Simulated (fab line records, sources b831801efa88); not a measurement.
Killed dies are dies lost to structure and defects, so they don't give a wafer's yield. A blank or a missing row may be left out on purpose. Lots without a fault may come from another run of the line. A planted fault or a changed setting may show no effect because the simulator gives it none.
fab line records | flow sky130
record lots=5 wafers=23
route steps=708 shown VIA1@458 METAL2@485 VIA2@509 CAPM@539
start_h: hours from the record's first day to the start of the lot's first wafer shown | wait_h: hours since the lot's step before | " the same as in the row above | L1.1+2: a row that stands for several wafers | - no value, or no start given | * or withheld: withheld | < > ~ a bound
route shown NAME@n: a module of which the file shows steps, and the number in the route of the first | usual: mean/standard deviation of fault-free wafers | same: alike in all rows | chamber/n: place in a boat | sites: the reading at each site | _std_site: their standard deviation | _edge_site: outer sites' mean less inner sites' | radius_mm: how far each site lies from the wafer's centre | mask NAME#n: copy n | behind: the tool/chamber that last shaped the wafer | hold: why the lot was held/for how many hours/how that ended | device: the transistor (n, p or np) that didn't switch | end of line: the same wafers' tests at the end of the route | a step without rows: its recipe alone | killed: dies lost to structure and defects at the first sort, not the wafer's yield | map: a wafer's dies, x killed, . not, _ none there
set.NAME: the setting as run; set.NAME@STEP: as run at that earlier step | model.NAME: the simulator's own value behind a step, which no gauge read
lots whose settings were changed on purpose; a table a step, a row a wafer
## steps
# step SKY_VIA1_HDPCVD_00
# recipe material=SiO2 target_thk_nm=1030 sigma_open_frac=0.3 time_s=171.7 temp_c=400 sih4_flow_sccm=60 pressure_mtorr=6
# columns lot.wafer tool chamber start_h wait_h set.sih4_flow_sccm model.SiO2_of_VIA1_HDPCVD_00.thk_nm
L074.1+4+5 hdpcvd-01 0,0,2 750.35 0.0 60 -
L074.3 " 2 " " 60 1011
L074.6 " 1 " " 60 1030
L080.1 hdpcvd-01 2 808.17 0.0 66.11 1140
L080.2 " 0 " " 60 -
L080.3 " 1 " " 66.11 1135
L080.4 " 0 " " 60 1022
L080.5 " 2 " " 66.11 -
L081.1 hdpcvd-02 2 815.40 0.0 60 1026
L081.3 " 1 " " 60 1028
L081.6 " 0 " " 60 1037
L083.1 hdpcvd-02 0 838.25 0.0 60 1022
L083.2 " 2 " " 60 1031
L083.3 " 1 " " 60 1014
L083.4 " 0 " " 60 1011
L083.6 " 2 " " 60 1020
L085.1 hdpcvd-01 2 850.13 0.0 52.51 880.4
L085.2+3 " 1,0 " " 60 -
L085.4 " 2 " " 52.51 892.7
L085.5 " 0 " " 60 1043
# step SKY_VIA1_THK_MEAS_01
# recipe reads=SiO2_of_VIA1_HDPCVD_00
# usual VIA1_HDPCVD_THK=1027/10
# columns lot.wafer tool chamber start_h wait_h set.sih4_flow_sccm@VIA1_HDPCVD_00 VIA1_HDPCVD_THK[nm]
L074.1 film_metro-04 - 750.46 0.1 60 1026
L074.3 " - " " 60 1010
L074.4 " - " " 60 1024
L074.5 " - " " 60 1023
L074.6 " - " " 60 1031
L080.1 film_metro-01 - 808.28 0.1 66.11 1140
L080.2 " - " " 60 1033
L080.3 " - " " 66.11 1135
L080.4 " - " " 60 1023
L080.5 " - " " 66.11 1123
L081.1 film_metro-03 - 815.51 0.1 60 1027
L081.3 " - " " 60 1028
L081.6 " - " " 60 1037
L083.1 film_metro-04 - 838.36 0.1 60 1022
L083.2 " - " " 60 1031
L083.3 " - " " 60 1012
L083.4 " - " " 60 1011
L083.6 " - " " 60 1019
L085.1 film_metro-03 - 850.24 0.1 52.51 881
L085.2 " - " " 60 1017
L085.3 " - " " 60 1023
L085.4 " - " " 52.51 893
L085.5 " - " " 60 1043
# step SKY_VIA1_SPUTTER_20
# recipe material=TiN target_thk_nm=20 chamber_pressure_pa=5 power_w=4000 time_s=80
# columns lot.wafer tool chamber start_h wait_h set.chamber_pressure_pa model.TiN_of_VIA1_SPUTTER_20.thk_nm
L074.1 pvd_sputter-02 - 778.90 0.0 5.251 19.09
L074.3 " - " " 5.251 19.57
L074.4 " - " " 5.251 19.46
L074.5 " - " " 5.251 19.53
L074.6 " - " " 5.251 19.11
L080.1 pvd_sputter-04 - 835.50 0.0 4.577 21.49
L080.2 " - " " 4.577 21.54
L080.3 " - " " 4.577 21.68
L080.4 " - " " 4.577 21.56
L080.5 " - " " 4.577 21.43
L081.1 pvd_sputter-01 - 843.40 0.0 5 19.98
L081.3 " - " " 5 19.65
L081.6 " - " " 5 19.74
L083.1 pvd_sputter-02 - 866.86 0.0 5.637 17.84
L083.2 " - " " 5.637 18.02
L083.3 " - " " 5.637 18.22
L083.4 " - " " 5.637 18.06
L083.6 " - " " 5.637 18.35
L085.1 pvd_sputter-04 - 877.94 0.0 4.272 23.01
L085.2 " - " " 4.272 22.83
L085.3 " - " " 4.272 22.97
L085.4 " - " " 4.272 23.07
L085.5 " - " " 4.272 23
# step SKY_METAL2_SPUTTER_02
# recipe material=AlCu target_thk_nm=250 power_w=10600 time_s=13.3 chamber_pressure_pa=0.4
# columns lot.wafer tool chamber start_h wait_h set.time_s model.AlCu_of_METAL2_SPUTTER_02.thk_nm
L074.1 pvd_sputter-04 - 779.98 0.0 12.25 235.5
L074.3 " - " " 13.3 255.5
L074.4 " - " " 12.25 235.2
L074.5 " - " " 12.25 234
L074.6 " - " " 13.3 254.1
L080.1 pvd_sputter-04 - 836.18 0.0 13.3 248.5
L080.2 " - " " 14.8 277.2
L080.3 " - " " 13.3 246.3
L080.4 " - " " 13.3 249.1
L080.5 " - " " 14.8 276.6
L081.1 pvd_sputter-04 - 844.08 0.0 13.3 247.7
L081.3 " - " " 13.3 248.3
L081.6 " - " " 13.3 249
L083.1 pvd_sputter-03 - 867.54 0.0 13.3 250.8
L083.2 " - " " 13.3 246.9
L083.3 " - " " 13.3 248.5
L083.4 " - " " 13.3 249
L083.6 " - " " 13.3 249.6
L085.1 pvd_sputter-01 - 878.63 0.0 13.3 247.1
L085.2 " - " " 14.68 273
L085.3 " - " " 14.68 272.7
L085.4 " - " " 13.3 246.7
L085.5 " - " " 13.3 246.4
# step SKY_METAL2_SPUTTER_03
# recipe material=Ti target_thk_nm=5 power_w=3000 time_s=3.3 chamber_pressure_pa=0.4
# step SKY_METAL2_SPUTTER_04
# recipe material=TiN target_thk_nm=70 power_w=6500 time_s=59.23 chamber_pressure_pa=0.4
# step SKY_METAL2_RS_MEAS_05
# recipe thk_meas_gauge=four-point-probe reads=TiN_of_METAL2_SPUTTER_04+Ti_of_METAL2_SPUTTER_03+AlCu_of_METAL2_SPUTTER_02+TiN_of_METAL2_SPUTTER_01+Ti_of_METAL2_SPUTTER_00
# usual METAL2_ALCU_RS=0.1275/0.0015
# columns lot.wafer tool chamber start_h wait_h set.time_s@METAL2_SPUTTER_02 METAL2_ALCU_RS[ohm/sq]
L074.1 film_metro-04 - 780.07 0.0 12.25 0.1348
L074.3 " - " " 13.3 0.1241
L074.4 " - " " 12.25 0.1348
L074.5 " - " " 12.25 0.1359
L074.6 " - " " 13.3 0.1246
L080.1 film_metro-04 - 836.28 0.0 13.3 0.1271
L080.2 " - " " 14.8 0.1139
L080.3 " - " " 13.3 0.1285
L080.4 " - " " 13.3 0.1270
L080.5 " - " " 14.8 0.1142
L081.1 film_metro-02 - 844.17 0.0 13.3 0.1281
L081.3 " - " " 13.3 0.1276
L081.6 " - " " 13.3 0.1274
L083.1 film_metro-02 - 867.63 0.0 13.3 0.1266
L083.2 " - " " 13.3 0.1288
L083.3 " - " " 13.3 0.1276
L083.4 " - " " 13.3 0.1276
L083.6 " - " " 13.3 0.1274
L085.1 film_metro-02 - 878.72 0.0 13.3 0.1287
L085.2 " - " " 14.68 0.1159
L085.3 " - " " 14.68 0.1158
L085.4 " - " " 13.3 0.1287
L085.5 " - " " 13.3 0.1287
# step SKY_METAL2_THK_MEAS_06
# recipe thk_meas_gauge=xrf reads=AlCu_of_METAL2_SPUTTER_02
# usual METAL2_ALCU_THK=249.2/2.9
# columns lot.wafer tool chamber start_h wait_h set.time_s@METAL2_SPUTTER_02 METAL2_ALCU_THK[nm]
L074.1 film_metro-04 - 780.19 0.1 12.25 235.5
L074.3 " - " " 13.3 255.8
L074.4 " - " " 12.25 235.6
L074.5 " - " " 12.25 235.1
L074.6 " - " " 13.3 255.5
L080.1 film_metro-04 - 836.40 0.1 13.3 249.6
L080.2 " - " " 14.8 277.9
L080.3 " - " " 13.3 245.9
L080.4 " - " " 13.3 251.0
L080.5 " - " " 14.8 276.9
L081.1 film_metro-02 - 844.29 0.1 13.3 248.4
L081.3 " - " " 13.3 248.2
L081.6 " - " " 13.3 249.9
L083.1 film_metro-02 - 867.75 0.1 13.3 252.0
L083.2 " - " " 13.3 247.8
L083.3 " - " " 13.3 249.6
L083.4 " - " " 13.3 250.7
L083.6 " - " " 13.3 249.9
L085.1 film_metro-02 - 878.84 0.1 13.3 247.1
L085.2 " - " " 14.68 272.5
L085.3 " - " " 14.68 272.9
L085.4 " - " " 13.3 247.0
L085.5 " - " " 13.3 247.0
# step SKY_VIA2_CMP_02
# recipe material=SiO2 down_force_psi=4 platen_rpm=60 pad_velocity_m_s=0.94248
# columns lot.wafer tool chamber start_h wait_h set.leave_above_ref_nm model.SiO2_of_VIA2_HDPCVD_00.thk_nm
L074.1 cmp-02 0 808.31 0.1 477.8 476.2
L074.4 " 1 " " 477.8 477.1
L074.3 " 2 " " 477.8 478
L074.5 " 3 " " 495 494.7
L074.6 " 0 " " 495 494.1
L080.1 cmp-02 3 864.35 0.1 480 480.1
L080.3 " 0 " " 495 493.4
L080.2 " 1 " " 480 477.7
L080.4 " 2 " " 495 495
L080.5 " 3 " " 480 479.3
L081.1+6 cmp-02 0 872.34 0.1 495 492.8
L081.3 " 2 " " 495 494.4
L083.3 cmp-02 2 894.49 0.0 495 495.1
L083.1 " 3 " " 509 509.8
L083.2 " 0 " " 495 493.8
L083.4 " 1 " " 509 506.8
L083.6 " 2 " " 495 495
L085.1+4 cmp-01 2,0 905.93 0.1 495 494.9
L085.2+5 " 3 " " 495 495.2
L085.3 " 1 " " 495 495.5
# step SKY_VIA2_DEVELOP_11
# recipe develop_time_s=60 resist=KrF-thick dev_temp_c=21
# columns lot.wafer tool chamber start_h wait_h set.develop_time_s
L074.1+4 litho_track-03 0 - - 60
L074.3+5+6 " 0 " " 66.37
L080.1+2+3+4+5 litho_track-01 0 - - 60
L081.1+3+6 litho_track-03 0 - - 60
L083.1+2+4 litho_track-04 0 - - 60
L083.3+6 " 0 " " 67.17
L085.1+2+3+4+5 litho_track-01 0 - - 60
# step SKY_VIA2_ETCH_14
# recipe chemistry=N2/H2 target=BARC ion_energy_ev=200 source_w=500 bias_w=100 pressure_mtorr=30 n2_flow_sccm=100 h2_flow_sccm=200 stop_on=SiO2 time_s=45.9 target_depth_a=600
# step SKY_VIA2_ETCH_15
# recipe target=SiO2 chemistry=C4F8/O2/Ar target_depth_nm=546 stop_on=TiN mask_material=KrF-thick source_w=1500 bias_w=1200 pressure_mtorr=40 c4f8_flow_sccm=withheld O2_flow_sccm=6 Ar_flow_sccm=300 time_s=84
# columns lot.wafer tool chamber start_h wait_h set.leave_above_ref_nm@VIA2_CMP_02 model.VIA2.feature_depth_nm
L074.1 rie_diel-02 1 835.34 0.0 477.8 476.2
L074.3 " 0 " " 477.8 478
L074.4 " 3 " " 477.8 477.1
L074.5 " 2 " " 495 494.7
L074.6 " 1 " " 495 494.1
L080.1 rie_diel-03 0 890.47 0.0 480 480.1
L080.2 " 3 " " 480 477.7
L080.3 " 2 " " 495 493.4
L080.4 " 1 " " 495 495
L080.5 " 0 " " 480 479.3
L081.1+6 rie_diel-03 1,0 898.64 0.0 495 492.8
L081.3 " 2 " " 495 494.4
L083.1 rie_diel-02 1 919.43 0.0 509 509.8
L083.2 " 2 " " 495 493.8
L083.3 " 3 " " 495 495.1
L083.4 " 0 " " 509 506.8
L083.6 " 3 " " 495 495
L085.1+4 rie_diel-02 3,2 931.07 0.0 495 494.9
L085.2+5 " 0,1 " " 495 495.2
L085.3 " 1 " " 495 495.5
# step SKY_VIA2_SPUTTER_20
# recipe material=TiN target_thk_nm=20 chamber_pressure_pa=5 power_w=4000 time_s=80
# columns lot.wafer tool chamber start_h wait_h set.chamber_pressure_pa model.TiN_of_VIA2_SPUTTER_20.thk_nm
L074.1 pvd_sputter-03 - 836.00 0.0 5 19.63
L074.3 " - " " 5 19.66
L074.4 " - " " 5 19.74
L074.5 " - " " 5 19.64
L074.6 " - " " 5 19.91
L080.1 pvd_sputter-01 - 891.16 0.0 5.639 17.64
L080.2 " - " " 5.639 17.75
L080.3 " - " " 5.639 17.54
L080.4 " - " " 5.639 17.86
L080.5 " - " " 5.639 17.41
L081.1 pvd_sputter-02 - 899.30 0.0 5 19.77
L081.3 " - " " 5 20.05
L081.6 " - " " 5 19.93
L083.1 pvd_sputter-03 - 920.09 0.0 5 19.6
L083.2 " - " " 5 19.8
L083.3 " - " " 5 19.84
L083.4 " - " " 5 19.7
L083.6 " - " " 5 19.82
L085.1 pvd_sputter-01 - 931.72 0.0 4.546 21.77
L085.2 " - " " 4.546 21.57
L085.3 " - " " 4.546 21.78
L085.4 " - " " 4.546 21.48
L085.5 " - " " 4.546 21.61
# step SKY_CAPM_SPUTTER_02
# recipe material=TiN target_thk_nm=200 temp_c=300 power_w=6500 time_s=166.7 chamber_pressure_pa=0.4
# columns lot.wafer tool chamber start_h wait_h set.power_w model.TiN_of_CAPM_SPUTTER_02.thk_nm
L074.1 pvd_sputter-04 - 836.91 0.1 6850 211.9
L074.3 " - " " 6500 195.4
L074.4 " - " " 6500 198.3
L074.5 " - " " 6500 199.2
L074.6 " - " " 6850 208.2
L080.1 pvd_sputter-01 - 892.07 0.1 6500 201.8
L080.2 " - " " 6500 197
L080.3 " - " " 6500 198.3
L080.4 " - " " 6500 200.4
L080.5 " - " " 6500 198.4
L081.1 pvd_sputter-01 - 900.21 0.1 6500 196.2
L081.3 " - " " 6500 198.6
L081.6 " - " " 6500 201
L083.1 pvd_sputter-02 - 920.99 0.1 6500 200.7
L083.2 " - " " 6500 199.6
L083.3 " - " " 6500 201.2
L083.4 " - " " 5859 180.3
L083.6 " - " " 5859 180.7
L085.1 pvd_sputter-01 - 932.63 0.1 6500 204
L085.2 " - " " 6500 200.9
L085.3 " - " " 6500 203.9
L085.4 " - " " 6500 199.8
L085.5 " - " " 6500 199.6
# step SKY_CAPM_RS_MEAS_03
# recipe thk_meas_gauge=four-point-probe reads=TiN_of_CAPM_SPUTTER_02
# usual CAPM_TIN_RS=6.92/0.089
# columns lot.wafer tool chamber start_h wait_h set.power_w@CAPM_SPUTTER_02 CAPM_TIN_RS[ohm/sq]
L074.1 film_metro-02 - 837.02 0.1 6850 6.52
L074.3 " - " " 6500 7.08
L074.4 " - " " 6500 6.97
L074.5 " - " " 6500 6.94
L074.6 " - " " 6850 6.64
L080.1 film_metro-02 - 892.19 0.1 6500 6.85
L080.2 " - " " 6500 7.02
L080.3 " - " " 6500 6.99
L080.4 " - " " 6500 6.90
L080.5 " - " " 6500 6.98
L081.1 film_metro-02 - 900.32 0.1 6500 7.05
L081.3 " - " " 6500 6.96
L081.6 " - " " 6500 6.88
L083.1 film_metro-02 - 921.10 0.1 6500 6.90
L083.2 " - " " 6500 6.93
L083.3 " - " " 6500 6.87
L083.4 " - " " 5859 7.70
L083.6 " - " " 5859 7.69
L085.1 film_metro-01 - 932.74 0.1 6500 6.77
L085.2 " - " " 6500 6.88
L085.3 " - " " 6500 6.78
L085.4 " - " " 6500 6.92
L085.5 " - " " 6500 6.93
# step SKY_CAPM_THK_MEAS_04
# recipe thk_meas_gauge=xrf reads=TiN_of_CAPM_SPUTTER_02
# usual CAPM_TIN_THK=198.6/2.6
# columns lot.wafer tool chamber start_h wait_h set.power_w@CAPM_SPUTTER_02 CAPM_TIN_THK[nm]
L074.1 film_metro-02 - 837.14 0.1 6850 210.1
L074.3 " - " " 6500 194.1
L074.4 " - " " 6500 197.5
L074.5 " - " " 6500 198.4
L074.6 " - " " 6850 207.4
L080.1 film_metro-02 - 892.31 0.1 6500 201.0
L080.2 " - " " 6500 196.1
L080.3 " - " " 6500 197.7
L080.4 " - " " 6500 199.3
L080.5 " - " " 6500 197.5
L081.1 film_metro-02 - 900.44 0.1 6500 195.8
L081.3 " - " " 6500 197.3
L081.6 " - " " 6500 199.6
L083.1 film_metro-02 - 921.22 0.1 6500 199.8
L083.2 " - " " 6500 198.9
L083.3 " - " " 6500 201.1
L083.4 " - " " 5859 180.2
L083.6 " - " " 5859 180.3
L085.1 film_metro-01 - 932.86 0.1 6500 202.7
L085.2 " - " " 6500 199.1
L085.3 " - " " 6500 202.1
L085.4 " - " " 6500 199.0
L085.5 " - " " 6500 197.9
# step SKY_CAPM_EXPOSE_09
# recipe mask_id=CAPM na=0.6 source_shape=conventional sigma_outer=0.6 polarization=unpolarized target_cd_nm=1000 dose_mj=159
# columns lot.wafer tool chamber start_h wait_h mask set.dose_mj
L074.1+3+6 iline_stepper-01 0 - - CAPM#0 159
L074.4+5 " 0 " " CAPM#0 168.4
L080.1+3+5 iline_stepper-01 0 - - CAPM#0 151.3
L080.2+4 " 0 " " CAPM#0 159
L081.1+3+6 iline_stepper-01 0 - - CAPM#0 159
L083.1+3+4 iline_stepper-01 0 - - CAPM#0 159
L083.2+6 " 0 " " CAPM#0 166.5
L085.1+2+4 iline_stepper-01 0 - - CAPM#0 153.5
L085.3+5 " 0 " " CAPM#0 159
# step SKY_CAPM_PEB_10
# recipe temp_c=withheld time_s=* resist=NOVOLAK
# step SKY_CAPM_DEVELOP_11
# recipe resist=NOVOLAK developer=TMAH develop_time_s=60 dev_temp_c=23
# step SKY_CAPM_METAL_ETCH_13
# recipe target_depth_nm=220 stop_on=SiO2 chemistry=Cl2/BCl3 target=TiN pressure_mtorr=10 icp_w=900 bias_w=48.5 Cl2_flow_sccm=60 bcl3_flow_sccm=30 time_s=62.9
# usual oes_product_au=0.941/0.0083
# columns lot.wafer tool chamber start_h wait_h set.power_w@CAPM_SPUTTER_02 set.dose_mj@CAPM_EXPOSE_09 oes_product_au model.CAPM.cd_nm
L074.1 rie_metal-02 1 863.50 0.0 6850 159 0.971 997.1
L074.3 " 1 " " 6500 159 0.931 998.9
L074.4 " 1 " " 6500 168.4 0.936 979.8
L074.5 " 1 " " 6500 168.4 0.942 981
L074.6 " 1 " " 6850 159 0.962 998.2
L080.1 rie_metal-04 0 916.45 0.0 6500 151.3 0.953 1014
L080.2 " 1 " " 6500 159 0.923 1002
L080.3 " 0 " " 6500 151.3 0.935 1016
L080.4 " 1 " " 6500 159 0.951 1004
L080.5 " 1 " " 6500 151.3 0.933 1017
L081.1 rie_metal-01 0 924.90 0.0 6500 159 0.931 1007
L081.3 " 1 " " 6500 159 0.938 1005
L081.6 " 0 " " 6500 159 0.939 1004
L083.1 rie_metal-01 1 945.80 0.0 6500 159 0.945 1003
L083.2 " 0 " " 6500 166.5 0.946 988.4
L083.3 " 1 " " 6500 159 0.946 1001
L083.4 " 0 " " 5859 159 0.880 1000
L083.6 " 1 " " 5859 166.5 0.890 989.8
L085.1 rie_metal-01 1 957.10 0.0 6500 153.5 0.954 1008
L085.2 " 0 " " 6500 153.5 0.940 1009
L085.3 " 0 " " 6500 159 0.949 997.5
L085.4 " 1 " " 6500 153.5 0.939 1009
L085.5 " 0 " " 6500 159 0.937 996.7
## key
split step=SKY_VIA1_HDPCVD_00 setting=sih4_flow_sccm stated=60 by=wafer
response step=SKY_VIA1_HDPCVD_00 reading=model.SiO2_of_VIA1_HDPCVD_00.thk_nm change=+12 per=1% r=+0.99
response step=SKY_VIA1_THK_MEAS_01 reading=VIA1_HDPCVD_THK change=+10.9 per=1% r=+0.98
split step=SKY_VIA1_SPUTTER_20 setting=chamber_pressure_pa stated=5 by=lot
response step=SKY_VIA1_SPUTTER_20 reading=model.TiN_of_VIA1_SPUTTER_20.thk_nm change=-0.176 per=1% r=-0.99
split step=SKY_METAL2_SPUTTER_02 setting=time_s stated=13.3 by=wafer
response step=SKY_METAL2_SPUTTER_02 reading=model.AlCu_of_METAL2_SPUTTER_02.thk_nm change=+2.54 per=1% r=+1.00
response step=SKY_METAL2_RS_MEAS_05 reading=METAL2_ALCU_RS change=-0.00125 per=1% r=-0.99
response step=SKY_METAL2_THK_MEAS_06 reading=METAL2_ALCU_THK change=+2.52 per=1% r=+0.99
split step=SKY_VIA2_CMP_02 setting=leave_above_ref_nm stated=495 by=wafer
response step=SKY_VIA2_CMP_02 reading=model.SiO2_of_VIA2_HDPCVD_00.thk_nm change=+4.95 per=1% r=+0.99
response step=SKY_VIA2_ETCH_15 reading=model.VIA2.feature_depth_nm change=+4.95 per=1% r=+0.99
split step=SKY_VIA2_DEVELOP_11 setting=develop_time_s stated=60 by=wafer
response none clear
split step=SKY_VIA2_SPUTTER_20 setting=chamber_pressure_pa stated=5 by=lot
response step=SKY_VIA2_SPUTTER_20 reading=model.TiN_of_VIA2_SPUTTER_20.thk_nm change=-0.181 per=1% r=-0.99
split step=SKY_CAPM_SPUTTER_02 setting=power_w stated=6500 by=wafer
response step=SKY_CAPM_SPUTTER_02 reading=model.TiN_of_CAPM_SPUTTER_02.thk_nm change=+2.09 per=1% r=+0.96
response step=SKY_CAPM_RS_MEAS_03 reading=CAPM_TIN_RS change=-0.0799 per=1% r=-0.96
response step=SKY_CAPM_THK_MEAS_04 reading=CAPM_TIN_THK change=+2.05 per=1% r=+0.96
response step=SKY_CAPM_METAL_ETCH_13 reading=oes_product_au change=+0.00603 per=1% r=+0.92
split step=SKY_CAPM_EXPOSE_09 setting=dose_mj stated=159 by=wafer
response step=SKY_CAPM_METAL_ETCH_13 reading=model.CAPM.cd_nm change=-2.83 per=1% r=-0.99
